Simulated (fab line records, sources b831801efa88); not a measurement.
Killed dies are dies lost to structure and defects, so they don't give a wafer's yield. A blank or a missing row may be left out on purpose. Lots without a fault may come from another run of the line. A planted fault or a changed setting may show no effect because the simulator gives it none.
Problem report in the 8D (eight disciplines) form, filled by code | flow sky130 | the parts of the form that need people (team, actions taken, sign-off) are left out

1. THE PROBLEM
cd_nm at SKY_SD_P_CD_MEAS_07 reads a mean of 240.1 nm on 2 wafers of 2 lots; wafers without a fault read 379.7 nm with a standard deviation of 2.5. That is -56 standard deviations from the usual mean.
The step: target cd 380 nm.
First seen on wafer L630.5, day 30 00:31, on cd_sem-02. The record holds 36 wafers of 12 lots with a number at this step. Rule for "out", or "out of limits": more than 4 standard deviations from the usual mean. The other wafers with a number count as sound.

2. WHAT IT IS AND WHAT IT IS NOT
question                    | is                   | is not
which readings at this step | cd_nm                | -
which lots                  | L630, L631           | L620, L622, L623, L628, L632, L635, L636, L639, L640, L641
which wafers of those lots  | L630.5, L631.5       | L630.1, L630.4, L631.1, L631.6
read on which gauges        | cd_sem-01, cd_sem-02 | -
when                        | from day 30 00:31    | up to then (14 sound wafers); but 20 sound wafers of L631, L632, L635, L636, L639, L640, L641 came after

3. SUSPECTS, AND WHAT RULES EACH OUT
Counting: a tool at a process step up to the reading stays a suspect if it ran every lot that is out. Sound lots after the first of them don't rule it out here, since some wafers of a struck lot are sound.
- the gauge at SKY_SD_P_CD_MEAS_07: ruled out. The wafers that are out were read on 2 gauges (cd_sem-01, cd_sem-02).
- litho_track-03 at SKY_SD_P_DEVELOP_06 (develop time 60 s): kept. It ran every lot that is out, first L630 (day 30 00:22); its last sound lot up to then is L628 (day 28 22:28).
Left after counting: litho_track-03 at SKY_SD_P_DEVELOP_06.

4. THE CAUSE (what the simulator had put in)
Process parameter drift: litho_track-03, from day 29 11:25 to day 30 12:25, at SKY_SD_P_DEVELOP_06. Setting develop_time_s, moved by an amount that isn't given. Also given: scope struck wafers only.
Counting left only this tool.

5. THE CHAIN OF EFFECTS, in route order
Each row: a reading whose mean over the struck wafers that have a number lies more than 3 standard deviations from the usual. Only readings for which the record gives a usual standard deviation are gone through. hours: the time from each lot's start at the first step in this table that gives one to its start at this step, as a median over the lots. sigmas: the change in usual standard deviations.
hours | step                | reading | usual    | on struck wafers | change | sigmas
0     | SKY_SD_P_CD_MEAS_07 | cd_nm   | 379.7 nm | 240.1            | -139.6 | -56

6. WHAT WOULD HAVE CAUGHT IT SOONER
In this record the first reading out of limits at a measuring or inspecting step was taken at day 30 00:31, 13 hours after the fault began at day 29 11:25.
Of the lots that are out (2), L631 began SKY_SD_P_DEVELOP_06 on litho_track-03 after day 30 00:31. A hold on the tool at that time would have spared it.
